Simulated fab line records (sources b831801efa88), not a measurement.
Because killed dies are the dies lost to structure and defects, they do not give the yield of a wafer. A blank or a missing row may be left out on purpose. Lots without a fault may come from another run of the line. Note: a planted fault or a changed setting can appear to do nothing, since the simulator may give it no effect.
Chamber matching || flow gf180mcu || GF_V1_CMP_26 on cmp-02: 4 sister chambers
The step polishes, stops on SiO2, t overpolish 15 s, target thk 0 nm. 4 wafers are shown with their chamber, then 7 later ones without.

## WAFERS PAIRED WITH THEIR CHAMBERS
{"wafer": "L886.1", "chamber": 0, "motorCurrentA (A)": 11.5}
{"wafer": "L886.3", "chamber": 3, "motorCurrentA (A)": 11.0}
{"wafer": "L889.4", "chamber": 2, "motorCurrentA (A)": 11.3}
{"wafer": "L889.5", "chamber": 1, "motorCurrentA (A)": 9.2}

## WAFERS WHOSE CHAMBER IS MISSING
{"wafer": "L889.6", "motorCurrentA (A)": 11.0}
{"wafer": "L892.1", "motorCurrentA (A)": 11.4}
{"wafer": "L892.2", "motorCurrentA (A)": 8.8}
{"wafer": "L892.5", "motorCurrentA (A)": 11.3}
{"wafer": "L893.1", "motorCurrentA (A)": 11.1}
{"wafer": "L893.2", "motorCurrentA (A)": 11.0}
{"wafer": "L893.6", "motorCurrentA (A)": 10.8}

## WHICH CHAMBER EACH WENT THROUGH
{"wafer": "L889.6", "from the rows above": "can't be placed: 3 or 2", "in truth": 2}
{"wafer": "L892.1", "from the rows above": "can't be placed: 0 or 2 or 3", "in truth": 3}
{"wafer": "L892.2", "from the rows above": 1, "in truth": 1}
{"wafer": "L892.5", "from the rows above": "can't be placed: 2 or 0 or 3", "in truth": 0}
{"wafer": "L893.1", "from the rows above": "can't be placed: 3 or 2 or 0", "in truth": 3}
{"wafer": "L893.2", "from the rows above": "can't be placed: 3 or 2", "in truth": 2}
{"wafer": "L893.6", "from the rows above": "can't be placed: 3 or 2", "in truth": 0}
Placed correctly: 1 of 7. Not placeable from these rows: 6 (in 5, the candidates include the true chamber). Placed wrongly: 0.
How it was worked out, from the rows above alone: a wafer's distance from a chamber is the root of the sum, over the readings, of the square of ((its reading less the chamber's mean) divided by the reading's scatter). The wafer belongs to the nearest chamber; if the next one is less than 2 further off, it can't be placed. For every chamber, the mean is computed from those of its wafers that are shown. The scatter: with one shown wafer a chamber, the root of the mean of the squares of how far each hidden wafer lies from its nearest shown one.
